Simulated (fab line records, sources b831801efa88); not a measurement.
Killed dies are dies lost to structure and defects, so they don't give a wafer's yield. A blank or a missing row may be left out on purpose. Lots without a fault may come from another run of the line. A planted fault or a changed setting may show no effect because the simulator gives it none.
Which tool did it? | flow sky130 | 11 lots, 33 wafers sampled, at 2 steps of a route of 708

WHAT THE GAUGES READ, wafer by wafer
SKY_VT_ADJUST_HVTP_CD_MEAS_07: target cd 380 nm.
lot  | measured     | on        | cd_nm (nm)
L373 | day 6 02:52  | cd_sem-01 | 377.1 380.8 378.2
L374 | day 6 08:08  | cd_sem-02 | 380.1 379.9 379.7
L379 | day 7 13:53  | cd_sem-02 | 381.0 380.4 381.3
L380 | day 7 23:16  | cd_sem-02 | 384.7 378.6 381.8
L381 | day 8 03:58  | cd_sem-01 | 380.7 383.5 380.2
L383 | day 8 23:28  | cd_sem-01 | 380.1 380.2 382.0
L384 | day 9 03:11  | cd_sem-02 | 381.0 379.7 382.3
L385 | day 9 04:04  | cd_sem-02 | - - -
L394 | day 11 16:05 | cd_sem-02 | 380.2 380.2 382.2
L395 | day 11 20:35 | cd_sem-01 | 382.6 383.7 383.1
L396 | day 12 06:20 | cd_sem-01 | 379.6 379.0 378.9

WHICH TOOL RAN EACH LOT (tool, then ch and the chambers of the sampled wafers, then the start)
lot  | SKY_VT_ADJUST_HVTP_EXPOSE_04
L373 | iline_stepper-01 ch 0, day 5 18:13
L374 | iline_stepper-01 ch 0, day 5 23:20
L379 | iline_stepper-01 ch 0, day 7 04:01
L380 | iline_stepper-01 ch 0, day 7 13:46
L381 | iline_stepper-01 ch 0, day 7 18:29
L383 | iline_stepper-01 ch 0, day 8 13:30
L384 | iline_stepper-02 ch 0, day 8 17:25
L385 | iline_stepper-01 ch 0, day 8 18:01
L394 | iline_stepper-01 ch 0, day 11 04:44
L395 | iline_stepper-02 ch 0, day 11 09:02
L396 | iline_stepper-01 ch 0, day 11 18:31
- SKY_VT_ADJUST_HVTP_EXPOSE_04: exposes mask HVTPM, target cd 380 nm.

THE ANSWER, worked out from the rows above alone
Rule: what is usual is taken from the lots themselves. Put in order of their means at a reading, lots are off if they are a third of the lots or fewer, leave a main group of 4 or more, and stand apart from it by a gap of 3 or more times the standard deviation of the main group's means; of several such gaps the widest counts. A main group whose means are all the same, to the digits that the tables above print for the reading, isn't used. A lot without any number at a reading at which 4 lots or more have one is off too. The other lots that the step has rows for count as sound.
Off: L385, at SKY_VT_ADJUST_HVTP_CD_MEAS_07 (cd_nm). Without a number there: L385. The main group: mean 380.8 nm, standard deviation 1.2.
A tool fits if, at a process step before that reading, it ran every lot that is off, and no sound lot after the first of them. The gauges at SKY_VT_ADJUST_HVTP_CD_MEAS_07 are tried like those tools. None of those tried fits.

WHAT THE SIMULATOR HAD PUT IN
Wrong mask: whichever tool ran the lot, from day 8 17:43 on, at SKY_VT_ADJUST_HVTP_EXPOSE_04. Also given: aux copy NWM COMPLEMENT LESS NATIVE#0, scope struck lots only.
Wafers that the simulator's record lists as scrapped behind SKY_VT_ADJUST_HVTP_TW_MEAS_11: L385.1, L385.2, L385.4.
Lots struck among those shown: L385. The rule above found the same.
